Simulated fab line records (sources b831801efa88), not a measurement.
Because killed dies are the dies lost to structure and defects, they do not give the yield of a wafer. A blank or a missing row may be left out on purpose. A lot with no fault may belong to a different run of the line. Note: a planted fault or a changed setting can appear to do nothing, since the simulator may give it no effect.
fab line records | flow sky130
[record] lots = 13 wafers = 39 last-day = 50
route steps=708 shown SONOS_TUNNEL@165 VIA4@640 PAD_OPEN@702
lots with no fault: from the same line, run without faults
start-h: start of the lot's first displayed wafer, in hours after the record's first day | wait-h: hours since the lot's step before | " repeats the value in the row above | L1.1+2: several wafers, shown together as one row | - no value, or no start was given | * or withheld: withheld | < > ~ a bound
route shown NAME@n: names a module that has steps shown in the file, with the first one's number in the route | usual: average and standard deviation across the fault-free wafers | same: alike in all rows | chamber/n: place in a boat | sites: per-site readings | _std_site: how widely they spread, as a standard deviation | _edge_site: inner sites' mean taken away from outer sites' mean | radius-mm: how far each site lies from the wafer's centre | mask NAME#n: copy n | behind: tool/chamber where the wafer was last shaped | hold: cause of the lot's hold/its duration in hours/its outcome | device: transistor that didn't switch, given as n, p or np | end of line: the route-end tests of the same wafers | a step given without rows: its recipe and nothing more | killed: not the wafer's yield, but the dies lost to structure and defects at the first sort | map: shows each die of a wafer: x if killed, . if not, _ if none is there
set.NAME: the setting that was run; set.NAME@STEP: the one run at that earlier step | model.NAME: the simulator's own value behind a step, which no gauge read
one table for each step of the route and one row for each wafer, over a sample of lots
services: from which hour (start-h, from the record's first day; less than 0 if before it) a tool's chamber was out of use, for how many hours, and why
[[steps]]
[step SKY_SONOS_TUNNEL_STRIP_11]
[recipe] chemistry = SPM time-s = 600 temp-c = 130
// columns lot.wafer tool chamber start-h wait-h
L758.2+3+4 wet-bench-01 3 257.22 0.0
L759.2+4+5 wet-bench-01 2 261.81 0.0
L767.1+2+5 wet-bench-03 2 328.81 0.0
L769.3+5+6 wet-bench-03 3 344.06 0.0
L770.1+3+4 wet-bench-01 0 351.62 0.0
L773.1+2+5 wet-bench-01 0 372.86 0.0
L774.1+3+6 wet-bench-04 1 383.60 0.0
L776.1+4+6 wet-bench-01 2 395.53 0.0
L777.2+4+5 wet-bench-04 2 404.57 0.0
L778.2+5+6 wet-bench-01 2 417.63 0.0
L779.2+4+5 wet-bench-03 2 421.21 0.0
L780.3+4+5 wet-bench-04 1 428.42 0.0
L781.1+4+6 wet-bench-01 1 436.12 0.0
[step SKY_VIA4_THK_MEAS_01]
[recipe] reads = SiO2_of_VIA4_HDPCVD_00
[usual] VIA4_HDPCVD_THK = 1741/20
// columns lot.wafer tool chamber start-h wait-h VIA4_HDPCVD_THK[nm]
L758.2 film-metro-04 - 988.20 0.1 1724
L758.3 " - " " 1749
L758.4 " - " " 1775
L759.2 film-metro-04 - 995.98 0.1 1733
L759.4 " - " " 1769
L759.5 " - " " 1760
L767.1 film-metro-04 - 1049.29 0.1 1750
L767.2 " - " " 1744
L767.5 " - " " 1773
L769.3 film-metro-01 - 1064.27 0.1 1750
L769.5 " - " " 1713
L769.6 " - " " 1776
L770.1 film-metro-04 - 1069.76 0.1 1728
L770.3 " - " " 1770
L770.4 " - " " 1728
L773.1 film-metro-03 - 1083.42 0.1 1763
L773.2 " - " " 1723
L773.5 " - " " 1739
L774.1 film-metro-03 - 1089.67 0.1 1748
L774.3 " - " " 1710
L774.6 " - " " 1719
L776.1 film-metro-04 - 1105.28 0.2 1729
L776.4 " - " " 1758
L776.6 " - " " 1713
L777.2 film-metro-04 - 1106.15 0.1 1713
L777.4 " - " " 1714
L777.5 " - " " 1738
L779.2 film-metro-04 - 1117.83 0.1 1713
L779.4 " - " " 1741
L779.5 " - " " 1732
L778.2 film-metro-04 - 1120.15 0.1 1747
L778.5 " - " " 1756
L778.6 " - " " 1734
L780.3 film-metro-03 - 1123.56 0.1 1727
L780.4 " - " " 1717
L780.5 " - " " 1766
L781.1 film-metro-03 - 1123.82 0.1 1712
L781.4 " - " " 1760
L781.6 " - " " 1730
[step SKY_VIA4_CVD_18]
[recipe] material = W target-thk-nm = 505 time-s = 152.14 temp-c = 400 pressure-torr = 40
[usual] heater-power-w = 803/48
// columns lot.wafer tool chamber start-h wait-h heater-power-w
L758.2 cvd-w-01 0 1012.82 0.0 808
L758.3 " 0 " " 785
L758.4 " 1 " " 832
L759.2 cvd-w-01 0 1019.82 0.0 804
L759.4 " 0 " " 822
L759.5 " 0 " " 801
L767.1 cvd-w-02 0 1071.99 0.0 694
L767.2 " 1 " " 826
L767.5 " 1 " " 858
L769.3 cvd-w-01 0 1086.43 0.1 794
L769.5 " 1 " " 810
L769.6 " 0 " " 795
L770.1 cvd-w-01 0 1090.67 0.0 804
L770.3 " 1 " " 807
L770.4 " 0 " " 798
L773.1 cvd-w-01 0 1104.95 0.0 791
L773.2 " 1 " " 823
L773.5 " 0 " " 796
L774.1 cvd-w-02 0 1111.15 0.0 711
L774.3 " 1 " " 846
L774.6 " 1 " " 836
L776.1 cvd-w-01 0 1126.21 0.0 799
L776.4 " 1 " " 830
L776.6 " 1 " " 834
L777.2 cvd-w-01 0 1126.97 0.0 815
L777.4 " 1 " " 836
L777.5 " 0 " " 815
L779.2 cvd-w-02 1 1138.33 0.0 837
L779.4 " 0 " " 701
L779.5 " 0 " " 710
L778.2 cvd-w-01 1 1140.41 0.0 848
L778.5 " 0 " " 809
L778.6 " 1 " " 841
L780.3 cvd-w-01 0 1143.17 0.1 806
L780.4 " 1 " " 818
L780.5 " 0 " " 822
L781.1 cvd-w-02 1 1143.83 0.0 855
L781.4 " 0 " " 700
L781.6 " 0 " " 726
[step SKY_PAD_OPEN_STRIP_08]
[recipe] chemistry = O2/N2 power-w = 1400 pressure-mtorr = 1500 platen-temp-c = withheld overash-fraction = 0.7 o2-flow-sccm = 3000 n2-flow-sccm = 300
[usual] chamber-pressure-mTorr = 1500.0/1.3 drypump-motor-current-A = 5.6/0.45 oes-product-au = 0.663/0.0047 strip-time-to-endpoint-s = 37.02/0.096
// columns lot.wafer tool chamber start-h wait-h chamber-pressure-mTorr drypump-motor-current-A oes-product-au rf-hours-counter-h strip-time-to-endpoint-s
L758.2 plasma-asher-02 1 1080.91 0.1 1501.6 5.4 0.667 35 37.12
L758.3 " 0 " " 1498.5 5.7 0.657 - 37.09
L758.4 " 1 " " 1501.5 5.4 0.669 - 37.03
L759.2 plasma-asher-02 0 1086.06 0.1 1498.0 5.7 0.660 35 37.06
L759.4 " 1 " " 1498.1 5.4 0.660 - 37.02
L759.5 " 1 " " 1499.8 5.4 0.667 - 36.99
L767.1 plasma-asher-03 0 1135.06 0.1 1500.6 5.9 0.663 101 37.08
L767.2 " 1 " " 1498.9 6.7 0.660 101 37.03
L767.5 " 0 " " 1501.5 5.9 0.658 - 37.05
L769.3 plasma-asher-04 1 1147.31 0.1 1499.8 5.2 0.664 - 36.92
L769.5 " 1 " " 1500.0 5.2 0.658 - 36.97
L769.6 " 0 " " 1497.2 5.2 0.667 - 36.86
L770.1 plasma-asher-04 1 1150.59 0.1 1499.0 5.2 0.666 9 37.05
L770.3 " 0 " " 1499.6 5.2 0.664 - 36.97
L770.4 " 1 " " 1499.2 5.2 0.661 - 36.97
L773.1 plasma-asher-02 0 1165.16 0.1 1502.2 5.7 0.664 40 37.01
L773.2 " 1 " " 1502.1 5.4 0.663 40 37.12
L773.5 " 0 " " 1499.1 5.7 0.656 - 37.08
L774.1 plasma-asher-02 0 1169.44 0.1 1498.2 5.7 0.665 41 36.96
L774.3 " 0 " " 1500.2 5.7 0.656 - 36.98
L774.6 " 1 " " 1500.8 5.4 0.660 - 36.91
L776.1 plasma-asher-02 1 1181.02 0.1 1499.3 5.4 0.663 42 36.97
L776.4 " 0 " " 1500.8 5.7 0.659 - 36.93
L776.6 " 1 " " 1500.0 5.4 0.656 - 37.03
L777.2 plasma-asher-04 1 1183.97 0.1 1499.1 5.2 0.660 12 37.12
L777.4 " 0 " " 1501.1 5.2 0.660 - 37.09
L777.5 " 1 " " 1500.6 5.2 0.661 - 37.05
L779.2 plasma-asher-03 0 1190.92 0.1 1500.6 5.9 0.656 106 37.16
L779.4 " 1 " " 1499.2 6.7 0.659 - 37.16
L779.5 " 1 " " 1499.1 6.7 0.658 - 37.16
L778.2 plasma-asher-03 1 1193.34 0.1 1501.1 6.7 0.658 106 37.20
L778.5 " 1 " " 1499.9 6.7 0.661 - 37.09
L778.6 " 0 " " 1501.7 5.8 0.659 - 37.18
L780.3 plasma-asher-02 1 1195.30 0.1 1499.5 5.4 0.656 - 37.01
L780.4 " 0 " " 1499.2 5.7 0.665 - 36.93
L780.5 " 1 " " 1499.9 5.4 0.669 - 36.97
L781.1 plasma-asher-04 0 1196.17 0.1 1500.7 5.2 0.658 13 36.86
L781.4 " 0 " " 1500.1 5.2 0.656 - 37.02
L781.6 " 1 " " 1501.6 5.2 0.670 - 36.96
[step SKY_PAD_OPEN_PROBE_99]
[usual] killed_at_M0_to_M3 = 45/7.2 killed_at_M4_up = 3.0/1.8 killed-at-contacts = 25/6.1 killed-at-front-end = 14/4.4 killed-at-other = 0.2/0.44 killed-dies = 88/10 killed-open = 48/7.4 killed-short = 40/6.3
[same] gross-dies = 492 killed-at-back-side = 0
// columns lot.wafer tool chamber start-h wait-h hold killed_at_M0_to_M3 killed_at_M4_up killed-at-contacts killed-at-front-end killed-at-other killed-dies killed-open killed-short
L758.2 prober-02 - 1083.19 0.1 - 36 3 35 23 0 97 47 50
L758.3 prober-02 - 1083.24 0.2 - 33 3 28 16 0 80 43 37
L758.4 prober-02 - 1083.29 0.2 - 58 3 19 19 1 100 56 44
L759.2 prober-01 - 1088.37 0.1 - 33 7 25 12 1 78 46 32
L759.4 prober-01 - 1088.47 0.2 - 54 5 29 16 0 104 61 43
L759.5 prober-01 - 1088.52 0.2 - 53 4 20 19 0 96 54 42
L767.1 prober-01 - 1137.28 0.1 await-dispo/0.9h/release 41 1 23 81 1 147 37 45
L767.2 prober-01 - 1137.33 0.1 await-dispo/0.9h/release 49 1 25 77 0 152 49 36
L767.5 prober-01 - 1137.48 0.2 await-dispo/0.9h/release 48 2 24 78 0 152 59 36
L769.3 prober-01 - 1149.59 0.2 await-dispo/0.9h/release 57 2 20 54 0 133 55 34
L769.5 prober-01 - 1149.69 0.2 await-dispo/0.9h/release 43 1 15 63 0 122 43 27
L769.6 prober-01 - 1149.74 0.2 await-dispo/0.9h/release 39 5 33 65 0 142 55 41
L770.1 prober-02 - 1152.81 0.1 - 39 5 34 24 1 103 65 38
L770.3 prober-02 - 1152.91 0.2 - 55 0 35 15 1 106 60 46
L770.4 prober-02 - 1152.96 0.2 - 51 2 35 10 0 98 60 38
L773.1 prober-01 - 1167.40 0.1 - 45 0 36 11 0 92 60 32
L773.2 prober-01 - 1167.45 0.1 - 35 2 30 11 0 78 45 33
L773.5 prober-01 - 1167.60 0.2 - 35 3 20 11 0 69 41 28
L774.1 prober-01 - 1171.65 0.1 - 39 2 20 14 0 75 44 31
L774.3 prober-01 - 1171.75 0.2 - 61 5 20 16 0 102 61 41
L774.6 prober-01 - 1171.90 0.2 - 46 3 20 12 0 81 42 39
L776.1 prober-01 - 1183.23 0.1 - 42 4 19 14 1 80 35 45
L776.4 prober-01 - 1183.38 0.2 - 31 2 21 10 0 64 38 26
L776.6 prober-01 - 1183.48 0.2 - 32 7 29 23 0 91 50 41
L777.2 prober-02 - 1186.23 0.1 - 45 2 19 19 0 85 46 39
L777.4 prober-02 - 1186.33 0.2 - 39 3 15 7 0 64 41 23
L777.5 prober-02 - 1186.38 0.2 - 42 2 18 9 0 71 37 34
L779.2 prober-01 - 1193.23 0.1 - 41 2 25 13 0 81 46 35
L779.4 prober-01 - 1193.33 0.2 - 32 2 26 14 1 75 36 39
L779.5 prober-01 - 1193.38 0.2 - 57 3 31 13 0 104 56 48
L778.2 prober-02 - 1195.64 0.1 - 44 4 25 14 0 87 51 36
L778.5 prober-02 - 1195.79 0.2 - 44 6 28 10 1 89 56 33
L778.6 prober-02 - 1195.84 0.2 - 37 1 19 18 0 75 39 36
L780.3 prober-01 - 1197.66 0.2 - 46 1 26 18 0 91 59 32
L780.4 prober-01 - 1197.71 0.2 - 35 4 40 14 0 93 54 39
L780.5 prober-01 - 1197.76 0.2 - 40 2 29 9 1 81 35 46
L781.1 prober-02 - 1198.47 0.1 - 46 1 23 16 0 86 41 45
L781.4 prober-02 - 1198.62 0.2 - 44 3 27 16 0 90 52 38
L781.6 prober-02 - 1198.72 0.2 - 48 3 31 11 0 93 48 45
// killed by level:class
L758.2 LI_CONTACT:geometric-particle:open=9 CONTACT:geometric-particle:open=9 VIA1:geometric-particle:open=8 FIELD_ISO:geometric-particle:short=7 LOCAL_INTERCONNECT:geometric-particle:short=7 VIA3:geometric-particle:open=6 CONTACT:geometric-particle:short=6 METAL2:geometric-particle:short=6
L758.3 VIA1:geometric-particle:open=10 METAL1:geometric-particle:short=9 CONTACT:geometric-particle:short=8 CONTACT:geometric-particle:open=7 POLY_GATE:geometric-particle:open=6 LI_CONTACT:geometric-particle:open=5 LOCAL_INTERCONNECT:geometric-particle:short=4 FIELD_ISO:geometric-particle:open=3
L758.4 VIA1:geometric-particle:open=14 CONTACT:geometric-particle:open=12 VIA3:geometric-particle:open=8 VIA1:geometric-particle:short=7 VIA3:geometric-particle:short=6 FIELD_ISO:geometric-particle:short=4 FIELD_ISO:geometric-particle:open=4 METAL2:geometric-particle:open=4
L759.2 VIA1:geometric-particle:open=10 CONTACT:geometric-particle:open=8 LOCAL_INTERCONNECT:geometric-particle:short=7 LI_CONTACT:geometric-particle:open=6 METAL2:geometric-particle:short=5 VIA2:geometric-particle:open=4 METAL1:geometric-particle:short=4 METAL4:geometric-particle:short=4
L759.4 VIA1:geometric-particle:open=13 VIA3:geometric-particle:open=9 FIELD_ISO:geometric-particle:short=8 CONTACT:geometric-particle:open=8 LI_CONTACT:geometric-particle:open=8 METAL1:geometric-particle:short=8 VIA2:geometric-particle:open=6 CONTACT:geometric-particle:short=5
L759.5 VIA1:geometric-particle:open=13 VIA3:geometric-particle:open=12 CONTACT:geometric-particle:open=8 FIELD_ISO:geometric-particle:open=7 METAL1:geometric-particle:short=6 VIA1:geometric-particle:short=5 LOCAL_INTERCONNECT:geometric-particle:short=5 METAL2:geometric-particle:short=5
L767.1 SONOS_TUNNEL:unspecified=65 METAL1:geometric-particle:short=8 VIA1:geometric-particle:short=8 CONTACT:geometric-particle:open=7 LOCAL_INTERCONNECT:geometric-particle:short=6 FIELD_ISO:geometric-particle:short=5 FIELD_ISO:geometric-particle:open=5 VIA1:geometric-particle:open=5
L767.2 SONOS_TUNNEL:unspecified=67 CONTACT:geometric-particle:open=13 VIA1:geometric-particle:open=10 VIA1:geometric-particle:short=10 VIA3:geometric-particle:open=8 LI_CONTACT:geometric-particle:open=5 METAL2:geometric-particle:short=5 METAL3:geometric-particle:short=5
L767.5 SONOS_TUNNEL:unspecified=57 VIA1:geometric-particle:open=17 CONTACT:geometric-particle:open=8 VIA2:geometric-particle:open=8 POLY_GATE:geometric-particle:open=6 CONTACT:geometric-particle:short=6 FIELD_ISO:geometric-particle:open=5 VIA1:geometric-particle:short=5
L769.3 SONOS_TUNNEL:unspecified=44 VIA1:geometric-particle:open=12 VIA2:geometric-particle:open=11 CONTACT:geometric-particle:open=8 VIA1:geometric-particle:short=7 LI_CONTACT:geometric-particle:open=6 METAL2:geometric-particle:short=6 VIA3:geometric-particle:open=6
L769.5 SONOS_TUNNEL:unspecified=52 VIA3:geometric-particle:open=11 VIA1:geometric-particle:open=9 LI_CONTACT:geometric-particle:open=7 CONTACT:geometric-particle:open=6 METAL1:geometric-particle:short=6 VIA3:geometric-particle:short=5 FIELD_ISO:geometric-particle:open=3
L769.6 SONOS_TUNNEL:unspecified=46 LI_CONTACT:geometric-particle:open=12 VIA1:geometric-particle:open=9 POLY_GATE:geometric-particle:open=8 CONTACT:geometric-particle:open=8 LI_CONTACT:geometric-particle:short=7 VIA1:geometric-particle:short=6 VIA2:geometric-particle:open=6
L770.1 CONTACT:geometric-particle:open=17 VIA1:geometric-particle:open=9 VIA3:geometric-particle:open=9 FIELD_ISO:geometric-particle:open=7 LI_CONTACT:geometric-particle:open=6 POLY_GATE:geometric-particle:short=5 CONTACT:geometric-particle:short=5 VIA2:geometric-particle:open=5
L770.3 VIA3:geometric-particle:open=12 CONTACT:geometric-particle:open=10 LOCAL_INTERCONNECT:geometric-particle:short=10 VIA2:geometric-particle:open=9 VIA1:geometric-particle:open=9 FIELD_ISO:geometric-particle:open=6 LI_CONTACT:geometric-particle:open=6 CONTACT:geometric-particle:short=5
L770.4 CONTACT:geometric-particle:open=15 LI_CONTACT:geometric-particle:open=10 VIA3:geometric-particle:open=9 METAL1:geometric-particle:short=8 VIA2:geometric-particle:open=8 VIA1:geometric-particle:open=7 FIELD_ISO:geometric-particle:open=5 CONTACT:geometric-particle:short=5
L773.1 CONTACT:geometric-particle:open=19 VIA1:geometric-particle:open=18 LI_CONTACT:geometric-particle:open=8 CONTACT:geometric-particle:short=5 VIA1:geometric-particle:short=5 VIA2:geometric-particle:open=5 LOCAL_INTERCONNECT:geometric-particle:short=4 POLY_GATE:geometric-particle:short=3
L773.2 CONTACT:geometric-particle:open=12 VIA1:geometric-particle:open=10 METAL1:geometric-particle:short=10 LI_CONTACT:geometric-particle:open=8 LOCAL_INTERCONNECT:geometric-particle:short=6 METAL2:geometric-particle:short=5 POLY_GATE:geometric-particle:open=4 VIA3:geometric-particle:open=4
L773.5 CONTACT:geometric-particle:open=10 VIA2:geometric-particle:open=7 METAL1:geometric-particle:short=7 VIA1:geometric-particle:open=7 VIA3:geometric-particle:open=6 FIELD_ISO:geometric-particle:open=3 FIELD_ISO:geometric-particle:short=3 POLY_GATE:geometric-particle:short=3
L774.1 CONTACT:geometric-particle:open=8 VIA1:geometric-particle:open=7 VIA3:geometric-particle:open=7 FIELD_ISO:geometric-particle:open=5 LI_CONTACT:geometric-particle:open=5 METAL2:geometric-particle:short=5 VIA2:geometric-particle:open=5 POLY_GATE:geometric-particle:open=4
L774.3 VIA1:geometric-particle:open=16 VIA3:geometric-particle:open=11 METAL2:geometric-particle:short=9 LI_CONTACT:geometric-particle:open=7 METAL1:geometric-particle:short=6 FIELD_ISO:geometric-particle:open=5 CONTACT:geometric-particle:open=5 VIA2:geometric-particle:open=5
L774.6 VIA1:geometric-particle:open=11 CONTACT:geometric-particle:open=10 VIA1:geometric-particle:short=8 VIA2:geometric-particle:open=6 FIELD_ISO:geometric-particle:short=5 VIA3:geometric-particle:open=5 LOCAL_INTERCONNECT:geometric-particle:short=5 METAL2:geometric-particle:short=5
L776.1 VIA1:geometric-particle:open=15 LOCAL_INTERCONNECT:geometric-particle:short=6 CONTACT:geometric-particle:open=5 VIA1:geometric-particle:short=5 METAL2:geometric-particle:short=5 FIELD_ISO:geometric-particle:short=4 METAL1:geometric-particle:short=4 METAL3:geometric-particle:short=4
L776.4 VIA1:geometric-particle:open=11 LI_CONTACT:geometric-particle:open=7 CONTACT:geometric-particle:open=7 CONTACT:geometric-particle:short=5 METAL2:geometric-particle:short=5 METAL1:geometric-particle:short=4 VIA3:geometric-particle:open=4 VIA2:geometric-particle:open=4
L776.6 VIA1:geometric-particle:open=13 CONTACT:geometric-particle:open=10 LOCAL_INTERCONNECT:geometric-particle:short=8 FIELD_ISO:geometric-particle:open=5 POLY_GATE:geometric-particle:short=4 POLY_GATE:geometric-particle:open=4 VIA2:geometric-particle:open=4 CONTACT:geometric-particle:short=4
L777.2 VIA1:geometric-particle:open=14 CONTACT:geometric-particle:open=8 VIA2:geometric-particle:open=6 FIELD_ISO:geometric-particle:short=6 POLY_GATE:geometric-particle:short=6 LOCAL_INTERCONNECT:geometric-particle:short=6 VIA1:geometric-particle:short=6 FIELD_ISO:geometric-particle:open=4
L777.4 VIA1:geometric-particle:open=9 VIA2:geometric-particle:open=8 LI_CONTACT:geometric-particle:open=6 VIA3:geometric-particle:open=5 METAL1:geometric-particle:short=4 CONTACT:geometric-particle:open=4 VIA2:geometric-particle:short=4 FIELD_ISO:geometric-particle:short=3
L777.5 VIA1:geometric-particle:open=9 VIA3:geometric-particle:short=6 CONTACT:geometric-particle:open=6 METAL1:geometric-particle:short=6 VIA3:geometric-particle:open=6 CONTACT:geometric-particle:short=5 VIA1:geometric-particle:short=4 LOCAL_INTERCONNECT:geometric-particle:short=3
L779.2 VIA1:geometric-particle:open=11 LI_CONTACT:geometric-particle:open=7 CONTACT:geometric-particle:open=6 CONTACT:geometric-particle:short=6 LOCAL_INTERCONNECT:geometric-particle:short=5 VIA1:geometric-particle:short=5 VIA2:geometric-particle:open=5 FIELD_ISO:geometric-particle:open=4
L779.4 CONTACT:geometric-particle:open=9 FIELD_ISO:geometric-particle:open=6 LOCAL_INTERCONNECT:geometric-particle:short=6 METAL2:geometric-particle:short=6 CONTACT:geometric-particle:short=5 POLY_GATE:geometric-particle:short=4 VIA1:geometric-particle:open=4 VIA1:geometric-particle:short=4
L779.5 CONTACT:geometric-particle:open=13 VIA1:geometric-particle:open=12 VIA3:geometric-particle:open=10 METAL1:geometric-particle:short=9 LOCAL_INTERCONNECT:geometric-particle:short=6 VIA2:geometric-particle:open=6 LI_CONTACT:geometric-particle:open=5 VIA2:geometric-particle:short=5
L778.2 VIA3:geometric-particle:open=12 VIA1:geometric-particle:open=12 CONTACT:geometric-particle:open=9 LOCAL_INTERCONNECT:geometric-particle:short=5 CONTACT:geometric-particle:short=5 FIELD_ISO:geometric-particle:open=4 POLY_GATE:geometric-particle:open=4 VIA1:geometric-particle:short=4
L778.5 CONTACT:geometric-particle:open=15 VIA1:geometric-particle:open=13 VIA3:geometric-particle:open=9 METAL2:geometric-particle:short=7 METAL4:geometric-particle:short=5 LOCAL_INTERCONNECT:geometric-particle:short=5 LI_CONTACT:geometric-particle:open=4 VIA2:geometric-particle:open=4
L778.6 VIA1:geometric-particle:short=7 VIA1:geometric-particle:open=7 FIELD_ISO:geometric-particle:open=6 VIA3:geometric-particle:open=6 CONTACT:geometric-particle:open=6 CONTACT:geometric-particle:short=5 LI_CONTACT:geometric-particle:open=4 METAL2:geometric-particle:short=4
L780.3 VIA1:geometric-particle:open=15 LI_CONTACT:geometric-particle:open=9 CONTACT:geometric-particle:open=9 FIELD_ISO:geometric-particle:open=7 METAL2:geometric-particle:short=5 POLY_GATE:geometric-particle:short=4 LOCAL_INTERCONNECT:geometric-particle:short=4 CONTACT:geometric-particle:short=4
L780.4 CONTACT:geometric-particle:open=16 VIA1:geometric-particle:open=9 LOCAL_INTERCONNECT:geometric-particle:short=8 LI_CONTACT:geometric-particle:open=7 CONTACT:geometric-particle:short=6 VIA3:geometric-particle:open=6 FIELD_ISO:geometric-particle:short=5 VIA1:geometric-particle:short=5
L780.5 CONTACT:geometric-particle:open=8 VIA1:geometric-particle:open=8 VIA1:geometric-particle:short=7 LI_CONTACT:geometric-particle:open=6 LOCAL_INTERCONNECT:geometric-particle:short=6 CONTACT:geometric-particle:short=6 METAL3:geometric-particle:short=5 VIA3:geometric-particle:open=5
L781.1 VIA1:geometric-particle:open=12 VIA1:geometric-particle:short=10 CONTACT:geometric-particle:open=6 LI_CONTACT:geometric-particle:open=5 CONTACT:geometric-particle:short=5 METAL1:geometric-particle:short=5 FIELD_ISO:geometric-particle:open=4 POLY_GATE:geometric-particle:short=4
L781.4 CONTACT:geometric-particle:open=12 VIA1:geometric-particle:open=11 VIA3:geometric-particle:open=9 FIELD_ISO:geometric-particle:short=6 LI_CONTACT:geometric-particle:open=6 CONTACT:geometric-particle:short=6 VIA1:geometric-particle:short=6 METAL1:geometric-particle:short=4
L781.6 CONTACT:geometric-particle:open=13 VIA1:geometric-particle:open=9 VIA1:geometric-particle:short=8 METAL2:geometric-particle:short=8 LI_CONTACT:geometric-particle:open=7 VIA2:geometric-particle:open=7 CONTACT:geometric-particle:short=6 FIELD_ISO:geometric-particle:short=4
[[services]]
// columns tool chamber start-h hours kind
plasma-asher-02 - 251.70 52.3 pm
cvd-w-01 - 253.96 0.8 repair
cvd-w-02 - 283.17 2.3 repair
plasma-asher-02 - 326.09 23.3 repair
cvd-w-01 - 352.69 1.2 repair
cvd-w-01 1 365.59 14.6 repair
plasma-asher-04 - 381.06 14.6 pm
cvd-w-02 - 385.94 6.0 pm
cvd-w-01 - 448.81 1.9 repair
wet-bench-01 - 477.74 1.9 pm
cvd-w-01 1 478.01 87.6 repair
cvd-w-01 - 543.16 2.8 pm
plasma-asher-02 - 733.75 9.0 pm
cvd-w-01 0 792.74 4.7 repair
cvd-w-01 - 800.69 6.9 pm
plasma-asher-02 - 812.97 2.8 pm
cvd-w-01 - 904.00 14.0 pm
plasma-asher-02 - 996.57 1.5 repair
plasma-asher-02 - 1126.02 14.6 pm
plasma-asher-02 - 1140.62 15.6 pm
plasma-asher-02 - 1154.59 0.7 repair
cvd-w-01 0 1168.39 13.1 repair
plasma-asher-02 - 1177.78 3.1 repair
cvd-w-01 - 1192.04 0.4 repair
[[key]]
[first-sign] step = SKY_PAD_OPEN_PROBE_99 reading = killed-at-front-end direction = up sigmas = 13 usual = 14 struck = 70
[effect] step = SKY_PAD_OPEN_PROBE_99 reading = killed-dies direction = up sigmas = 5.4 usual = 88 struck = 141
met-at SKY_SONOS_TUNNEL_STRIP_11
struck-lots L767,L769
tester-left-out L767,L769
not-acting-at SKY_VIA4_THK_MEAS_01,SKY_VIA4_CVD_18,SKY_PAD_OPEN_STRIP_08
[fault] kind = chamber-particle-source tool = wet-bench-03 chamber = - onset-h = 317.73 steps = SKY_SONOS_TUNNEL_STRIP_11 rate-per-visit-cm2 = 1.357 end-h = 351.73
// tester-left-out: of these lots the tester's yield and bins aren't shown, on N5 and GAA mostly nor the transistor test; their killed dies are dies lost to structure and defects alone, not to doping, threshold or leakage, so they don't give the yield
